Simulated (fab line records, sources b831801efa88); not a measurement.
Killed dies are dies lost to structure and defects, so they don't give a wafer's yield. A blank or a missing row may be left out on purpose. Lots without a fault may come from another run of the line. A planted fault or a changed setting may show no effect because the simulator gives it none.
One fault seen from 2 desks | flow sky130 | each desk has only its own numbers; what lay behind them comes last

THE METROLOGY DESK
What the gauges read, lot by lot, whatever tool the lot ran on: means of the sampled wafers that have a number. A lot is out of limits, marked OUT, if its mean lies more than 4 standard deviations from the usual mean; the brackets give that distance.
Columns: A = cd_nm at SKY_METAL4_CD_MEAS_13, usual 300.3 nm; B = METAL4_OVL at SKY_METAL4_OVL_MEAS_14, usual -3 nm
lot  | first seen here | A     | B
L160 | day 42 13:14    | 299.6 | -9
L163 | day 43 08:52    | 299.4 | 4
L165 | day 43 15:59    | 300.0 | 1
L170 | day 44 23:29    | 297.5 | -9
L180 | day 47 11:38    | 300.2 | -4
L181 | day 47 19:38    | 298.2 | -1
This desk's finding: nothing out of limits on any of the 6 lots.

THE TOOL OWNER'S DESK: rie_metal-01
The tool's own readings at SKY_METAL4_METAL_ETCH_18 (etches the open film in Cl2/BCl3, stops on SiO2, target depth 845 nm, time 183.1 s): means of the sampled wafers that have a number, for each lot that ran on this tool. A lot is out of limits, marked OUT, if its mean lies more than 4 standard deviations from the usual mean; the brackets give that distance.
Columns: A = drypump_motor_current_A at SKY_METAL4_METAL_ETCH_18, usual 5.5 A; B = oes_product_au at SKY_METAL4_METAL_ETCH_18, usual 0.865 a.u.; C = run_length_s at SKY_METAL4_METAL_ETCH_18, usual 211.5 s; D = throttle_valve_pct at SKY_METAL4_METAL_ETCH_18, usual 22.264 %
lot  | first seen here | A   | B     | C               | D
L160 | day 42 13:40    | 5.5 | 0.866 | 211.5           | 22.269
L165 | day 43 16:17    | 5.4 | 0.863 | 214.9 (+10) OUT | 22.264
L170 | day 44 23:47    | 5.5 | 0.857 | 215.1 (+11) OUT | 22.256
This desk's finding: out of limits on L165, L170; first on L165, day 43 16:17 (run_length_s at SKY_METAL4_METAL_ETCH_18). In limits: L160.

PUT TOGETHER
The tool owner's desk could have raised an alarm at day 43 16:17, on L165, L170.
The metrology desk saw nothing out of limits.
The metrology desk has L165, L170 on record, within its limits.
Of the lots named, all ran SKY_METAL4_METAL_ETCH_18 on rie_metal-01.

WHAT THE SIMULATOR HAD PUT IN
Process parameter drift: rie_metal-01, from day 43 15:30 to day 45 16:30, at SKY_METAL4_METAL_ETCH_18. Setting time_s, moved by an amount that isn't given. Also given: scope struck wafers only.
Lots struck among those shown: L165, L170.
Hours from the fault's start to each desk's first reading out of limits: the tool owner's desk, 1.
